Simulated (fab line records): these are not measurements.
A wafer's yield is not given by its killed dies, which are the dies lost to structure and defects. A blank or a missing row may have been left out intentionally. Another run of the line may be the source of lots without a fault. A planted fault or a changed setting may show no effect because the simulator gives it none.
Struck lot and sound lot, side by side + flow sky130 + 16 out of 708 route steps
Sound: the wafers L583.1, L583.2, L583.6. Wafers L591.1, L591.2, L591.4 were the ones struck. The cause comes at the end.
Per side, at each step with rows, come the tool, then ch with its chambers, and then its first start. Under that, the readings that differ: sound wafers + struck wafers + difference of the means + sigmas: that difference in standard deviations of wafers without a fault.
alike: readings with means less than 2 such deviations apart, plus words and numbers identical on both sides. not compared: withheld readings, readings lacking a value on some wafer, bounds such as >300 that could conceal the same value, and numbers that have no deviation in the record and whose values overlap.
Wherever a step has rows on one side only, a row that says differs or no value, or a row with sigmas, the two part there. Numbers that have no deviation but don't overlap get no sigmas and don't part them. Lack of a reading on every wafer of one side parts them only where that side has two or more wafers.

first, 3 steps without rows for these wafers: SKY_METAL2_EXPOSE_12 (exposes mask MM2, target cd 140 nm); SKY_METAL2_PEB_13; SKY_METAL2_DEVELOP_14 (develop time 60 s).
SKY_METAL2_CD_MEAS_15: target cd 140 nm.
  sound on cd-sem-02, day 37 05:07; struck on cd-sem-01, day 40 16:02
| reading    | sound             | struck            | difference | sigmas |
|------------|-------------------|-------------------|------------|--------|
| cd-nm (nm) | 143.2 143.6 143.4 | 138.3 138.8 139.8 | -4.4       | -3     |
SKY_METAL2_OVL_MEAS_16:
  sound on overlay-02, day 37 05:14; struck on overlay-02, day 40 16:09
  alike: METAL2_OVL
SKY_METAL2_DESCUM_17: chemistry O2, time 8 s.
  sound on rie-metal-03 ch 0,1, day 37 05:16; struck on rie-metal-02 ch 0,1, day 40 16:11
  alike: drypump-motor-current-A, oes-product-au
  not compared: rf-hours-counter-h
SKY_METAL2_ETCH_18: etches BARC in N2/H2, stops on SiO2, time 45.9 s, target depth 60 nm.
  sound on rie-metal-03 ch 0,1, day 37 05:18; struck on rie-metal-02 ch 0,1, day 40 16:13
  alike: bias-w, drypump-motor-current-A, oes-product-au, throttle-valve-pct
  not compared: rf-hours-counter-h
SKY_METAL2_METAL_ETCH_19: etches the open film in Cl2/BCl3, stops on SiO2, target depth 360 nm, time 78 s.
  sound on rie-metal-03 ch 0,1, day 37 05:22; struck on rie-metal-02 ch 0,1, day 40 16:17
  alike: bias-w, drypump-motor-current-A, oes-product-au, throttle-valve-pct
  not compared: rf-hours-counter-h
SKY_METAL2_STRIP_20: strips in O2/N2.
  sound on plasma-asher-03 ch 0,1, day 37 05:27; struck on plasma-asher-04 ch 0,1, day 40 16:22
  alike: drypump-motor-current-A, oes-product-au, strip-time-to-endpoint-s
  not compared: rf-hours-counter-h
then, 3 steps without rows for these wafers: SKY_METAL2_STRIP_21 (strips in post etch residue remover, time 1200 s); SKY_METAL2_CLEAN_22 (cleans in IPA, time 180 s); SKY_METAL2_CLEAN_23 (cleans in O3/DIW).
SKY_VIA2_HDPCVD_00: deposits SiO2, target thk 1180 nm, time 196.7 s.
  sound on hdpcvd-01 ch 0,1, day 37 06:05; struck on hdpcvd-02 ch 1,2, day 40 17:26
SKY_VIA2_THK_MEAS_01:
  sound on film-metro-03, day 37 06:13; struck on film-metro-03, day 40 17:34
| reading              | sound          | struck         | difference | sigmas      |
|----------------------|----------------|----------------|------------|-------------|
| VIA2_HDPCVD_THK (nm) | 1160 1172 1169 | 2373 2409 2387 | +1223      | +99 or more |
SKY_VIA2_CMP_02: polishes SiO2.
  sound on cmp-01 ch 0,3, day 37 06:16; struck on cmp-01 ch 0,1,3, day 40 17:51
  alike: head-pressure-psi, motor-current-A
-- the record jumps here: 9 days lie between the struck wafers' starts before and after (it left off in module VIA2 and takes up again in module PAD_OPEN, whose first step shown is number 708 of the route) --
SKY_PAD_OPEN_PROBE_99:
  sound on prober-02, day 47 08:48; struck on prober-02, day 49 22:28
| reading            | sound    | struck | difference | sigmas |
|--------------------|----------|--------|------------|--------|
| killed-at-contacts | 26 22 12 | 32     | +12        | +2     |
  alike: defect-limited-yield, killed_at_M0_to_M3, killed_at_M4_up, killed-at-front-end, killed-at-other, killed-dies, killed-open, killed-short, sort_bin_3_pad_short, sort_bin_5_function, sort_bin_6_memory, sort-n-pass, sort-yield-pct

## WHERE THEY PART
Last at SKY_PAD_OPEN_PROBE_99 as far as this record goes, first at SKY_METAL2_CD_MEAS_15.

WHY: what had been put in by the simulator
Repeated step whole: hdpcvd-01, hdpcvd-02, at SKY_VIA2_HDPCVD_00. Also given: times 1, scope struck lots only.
